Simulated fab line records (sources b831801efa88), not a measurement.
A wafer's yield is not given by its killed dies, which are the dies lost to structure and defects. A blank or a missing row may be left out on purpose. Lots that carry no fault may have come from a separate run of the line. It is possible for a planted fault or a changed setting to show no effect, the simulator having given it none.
Comparing a struck lot with a sound one | flow sfq line | 42 out of 325 route steps
Sound: the wafers L493.1, L493.3, L493.6. Struck: wafers L488.1, L488.4. (L488.6 of the same lot was not struck and is left out.) The cause comes at the end.
Order at every step that has rows: each side's tool, ch and its chambers, its first start. Under that, the readings that differ: sound wafers | struck wafers | difference of the means | sigmas: that difference in standard deviations of wafers without a fault.
alike: readings whose means differ by less than 2 such deviations, and words and numbers that are the same on both sides. not compared: withheld readings, readings that some wafer has no value for, bounds like >300 that may hide the same value, and numbers for which the record gives no deviation and whose values overlap.
The two part at a step that has a row with sigmas, a row that says differs or no value, or rows on one side only. Numbers that don't overlap but have no deviation are shown without sigmas and don't part them. A reading that every wafer of one side lacks parts them only if that side has two wafers or more.

SFQ_TRILAYER_R5_DEP_SPUTTER_133: material MoNx, target thk 40 nm, time 66.7 s.
  sound on pvd sputter-04, day 67 20:22; struck on pvd sputter-03, day 67 02:34
  alike: base pressure pa, throttle valve pct
SFQ_TRILAYER_R5_DEP_SPUTTER_134: material Ti, target thk 5 nm, time 5 s.
  sound on pvd sputter-04, day 67 20:25; struck on pvd sputter-03, day 67 02:37
  alike: base pressure pa, throttle valve pct
SFQ_R5_RS_MEAS_933: a four-point-probe measurement.
  sound on film metro-03, day 67 20:26; struck on film metro-01, day 67 02:38
  alike: R5_MONX_RS
SFQ_R5_THK_MEAS_934: measures by xrf.
  sound on film metro-03, day 67 20:34; struck on film metro-01, day 67 02:46
  alike: R5_MONX_THK
then, 6 steps without rows for these wafers: SFQ_TRILAYER_R5_LITHO_COAT_141 (resist thk 62 nm); SFQ_TRILAYER_R5_LITHO_COAT_136 (resist thk 600 nm); SFQ_TRILAYER_R5_LITHO_SOFTBAKE_140; SFQ_TRILAYER_R5_LITHO_EXPOSE_137 (exposes mask R5, target cd 500 nm); SFQ_TRILAYER_R5_LITHO_PEB_139 (peb time 60 s); SFQ_TRILAYER_R5_LITHO_DEVELOP_138 (time 60 s).
SFQ_R5_OVL_MEAS_935:
  sound on overlay-02, day 71 19:46; struck on overlay-02, day 67 19:01
  alike: R5_OVL
SFQ_TRILAYER_R5_BARC_OPEN_METAL_ETCH_177: etches BARC in O2, target depth 125 nm, time 41.7 s.
  sound on rie metal-03 ch 0,1, day 71 19:47; struck on rie metal-02 ch 0, day 67 19:02
  alike: drypump motor current A, oes product au
  not compared: rf hours counter h
SFQ_TRILAYER_R5_ETCH_METAL_ETCH_139: etches the open film in Cl2, stops on SiO2, target depth 60 nm, time 40 s.
  sound on rie metal-03 ch 0,1, day 71 19:51; struck on rie metal-02 ch 0, day 67 19:06
  reading                                             | sound             | struck      | difference | sigmas
  oes product au (a.u.)                               | 0.986 0.988 0.996 | 0.858 0.853 | -0.135     | -26
  model.etch.depth nm (nm)                            | 60 60 60          | 46.01 46.02 | -13.98     |
  model.R5.feature depth nm (nm)                      | 60 60 60          | 46.01 46.03 | -13.98     |
  model.KrF_of_TRILAYER_R5_LITHO_COAT_136.thk nm (nm) | 497 497.6 497.8   | 505.7 506.3 | +8.5       |
  alike: drypump motor current A
  not compared: rf hours counter h
then, 9 steps without rows for these wafers: SFQ_TRILAYER_R5_STRIP_STRIP_140 (strips in O2); SFQ_TRILAYER_R5_STRIP_SOLV_CLEAN_141 (cleans in NMP, time 600 s); SFQ_TRILAYER_A5C_DEP_PECVD_142 (deposits SiO2 from SiH4/N2O, time 15.556 s, target thk 70 nm); SFQ_TRILAYER_I5_LITHO_COAT_149 (resist thk 62 nm); SFQ_TRILAYER_I5_LITHO_COAT_144 (resist thk 650 nm); SFQ_TRILAYER_I5_LITHO_SOFTBAKE_148; SFQ_TRILAYER_I5_LITHO_EXPOSE_145 (exposes mask I5, target cd 700 nm); SFQ_TRILAYER_I5_LITHO_PEB_147 (peb time 60 s); SFQ_TRILAYER_I5_LITHO_DEVELOP_146 (time 60 s).
-- the record jumps here: 4 days lie between the struck wafers' starts before and after --
SFQ_I5_OVL_MEAS_936:
  sound on overlay-01, day 75 21:22; struck on overlay-01, day 71 22:19
  alike: I5_OVL
then, 10 steps without rows for these wafers: SFQ_TRILAYER_I5_BARC_OPEN_VIA_ETCH_200 (etches BARC in O2, target depth 125 nm, time 41.7 s); SFQ_TRILAYER_I5_ETCH_VIA_ETCH_147 (etches the open film in CHF3, stops on Nb, target depth 360 nm); SFQ_TRILAYER_I5_STRIP_STRIP_148 (strips in O2); SFQ_TRILAYER_I5_STRIP_SOLV_CLEAN_149 (cleans in NMP, time 600 s); SFQ_TRILAYER_C5_LITHO_COAT_156 (resist thk 62 nm); SFQ_TRILAYER_C5_LITHO_COAT_151 (resist thk 650 nm); SFQ_TRILAYER_C5_LITHO_SOFTBAKE_155; SFQ_TRILAYER_C5_LITHO_EXPOSE_152 (exposes mask C5, target cd 500 nm); SFQ_TRILAYER_C5_LITHO_PEB_154 (peb time 60 s); SFQ_TRILAYER_C5_LITHO_DEVELOP_153 (time 60 s).
-- the record jumps here: 4 days lie between the struck wafers' starts before and after --
SFQ_C5_OVL_MEAS_937:
  sound on overlay-01, day 78 14:16; struck on overlay-02, day 76 03:22
  alike: C5_OVL
then, 1 step without rows for these wafers: SFQ_TRILAYER_C5_BARC_OPEN_VIA_ETCH_210 (etches BARC in O2, target depth 125 nm, time 41.7 s).
SFQ_TRILAYER_C5_ETCH_VIA_ETCH_154: etches SiO2 in CHF3, stops on Nb, target depth 84 nm.
  sound on rie diel-01 ch 0,2,3, day 78 14:20; struck on rie diel-02 ch 1,2, day 76 03:26
  alike: drypump motor current A, oes product au
SFQ_TRILAYER_C5_STRIP_STRIP_155: strips in O2.
  sound on rie metal-03 ch 0,1, day 78 14:23; struck on rie metal-04 ch 0, day 76 03:29
  alike: drypump motor current A, oes product au
  not compared: rf hours counter h
then, 3 steps without rows for these wafers: SFQ_TRILAYER_C5_STRIP_SOLV_CLEAN_156 (cleans in NMP, time 600 s); SFQ_TRILAYER_M6_DEP_PRE_CLEAN_158 (time 22.5 s); SFQ_TRILAYER_M6_DEP_SPUTTER_157 (material Nb, target thk 200 nm, time 133.3 s).
SFQ_M6_RS_MEAS_938: a four-point-probe measurement.
  sound on film metro-02, day 78 15:17; struck on film metro-04, day 76 04:23
  alike: M6_NB_RS
-- the record jumps here: 15 days lie between the struck wafers' starts before and after (it left off in module M6 and takes up again in module M8, whose first step shown is number 325 of the route) --
SFQ_M8_BOW_MEAS_951:
  sound on film metro-02, day 93 03:47; struck on film metro-02, day 91 05:25
  reading                       | sound    | struck | difference | sigmas
  M8_BOW (um)                   | 9 16 28  | -3 -11 | -25        | -2
  model.etest.r5.comb log10 ohm | 12 12 12 | 0 0    | -12        |

## WHERE THEY PART
First at SFQ_TRILAYER_R5_ETCH_METAL_ETCH_139; last, within this record, at SFQ_M8_BOW_MEAS_951.

WHY: the cause the simulator had injected
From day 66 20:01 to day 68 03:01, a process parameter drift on rie metal-02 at SFQ_TRILAYER_R5_ETCH_METAL_ETCH_139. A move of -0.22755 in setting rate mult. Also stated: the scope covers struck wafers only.
